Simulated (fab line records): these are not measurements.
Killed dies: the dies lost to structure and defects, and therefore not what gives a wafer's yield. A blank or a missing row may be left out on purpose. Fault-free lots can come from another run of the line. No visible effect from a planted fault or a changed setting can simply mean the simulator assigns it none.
Which tool was responsible? || flow gf180mcu || 13 lots (39 wafers sampled), 1 step of a 602-step route

== WHAT EACH GAUGE READ, for each wafer ==
GF_V5_BOW_MEAS_05.
{"lot": "L438", "measured": "day 26 11:24", "on": "filmMetro-04", "V5_BOW (um)": "145 132 136"}
{"lot": "L439", "measured": "day 26 22:05", "on": "filmMetro-02", "V5_BOW (um)": "144 137 142"}
{"lot": "L442", "measured": "day 28 00:21", "on": "filmMetro-01", "V5_BOW (um)": "140 131 131"}
{"lot": "L443", "measured": "day 28 04:07", "on": "filmMetro-01", "V5_BOW (um)": "151 146 144"}
{"lot": "L445", "measured": "day 29 01:35", "on": "filmMetro-01", "V5_BOW (um)": "141 150 139"}
{"lot": "L446", "measured": "day 29 01:59", "on": "filmMetro-01", "V5_BOW (um)": "120 132 125"}
{"lot": "L448", "measured": "day 29 12:44", "on": "filmMetro-04", "V5_BOW (um)": "138 148 150"}
{"lot": "L447", "measured": "day 29 15:56", "on": "filmMetro-01", "V5_BOW (um)": "144 146 142"}
{"lot": "L449", "measured": "day 30 05:45", "on": "filmMetro-01", "V5_BOW (um)": "113 127 128"}
{"lot": "L450", "measured": "day 30 07:49", "on": "filmMetro-04", "V5_BOW (um)": "149 143 140"}
{"lot": "L452", "measured": "day 30 20:03", "on": "filmMetro-04", "V5_BOW (um)": "125 136 113"}
{"lot": "L458", "measured": "day 32 08:04", "on": "filmMetro-02", "V5_BOW (um)": "119 127 129"}
{"lot": "L460", "measured": "day 33 04:05", "on": "filmMetro-01", "V5_BOW (um)": "120 117 127"}

== EACH LOT AND THE TOOL THAT RAN IT (in order: tool; ch and the chambers of the sampled wafers; start) ==
No process step before these readings appears in the record.

== WHAT THE TOOLS THEMSELVES READ (means of the sampled wafers that have a number; where no wafer has one, the mark that the record gives instead) ==
The record holds no such reading with a usual standard deviation.

== THE ANSWER, worked out from the rows above alone ==
Rule: usual is defined by the lots themselves. The widest of any qualifying gaps counts: lots, ordered by their means at a reading, are off when they make up no more than a third of the lots, leave a main group of 4 or more, and stand apart from it by 3 or more times the standard deviation of that group's means. The tables above print the reading to a certain number of digits; a main group whose means all agree to those digits is not used. Also off: a lot with no number at a reading for which 4 or more lots have one. All remaining lots with rows at the step are treated as sound. Order of review: gauges by route order, followed by the tools' own readings, for which a lot's mean as printed above is used. At the first step where some lot is off, the reading lying furthest off is the one used; lots without a number count as furthest.
None of the lots is off at any reading shown; this tells nothing.

== WHAT THE SIMULATOR PUT IN ==
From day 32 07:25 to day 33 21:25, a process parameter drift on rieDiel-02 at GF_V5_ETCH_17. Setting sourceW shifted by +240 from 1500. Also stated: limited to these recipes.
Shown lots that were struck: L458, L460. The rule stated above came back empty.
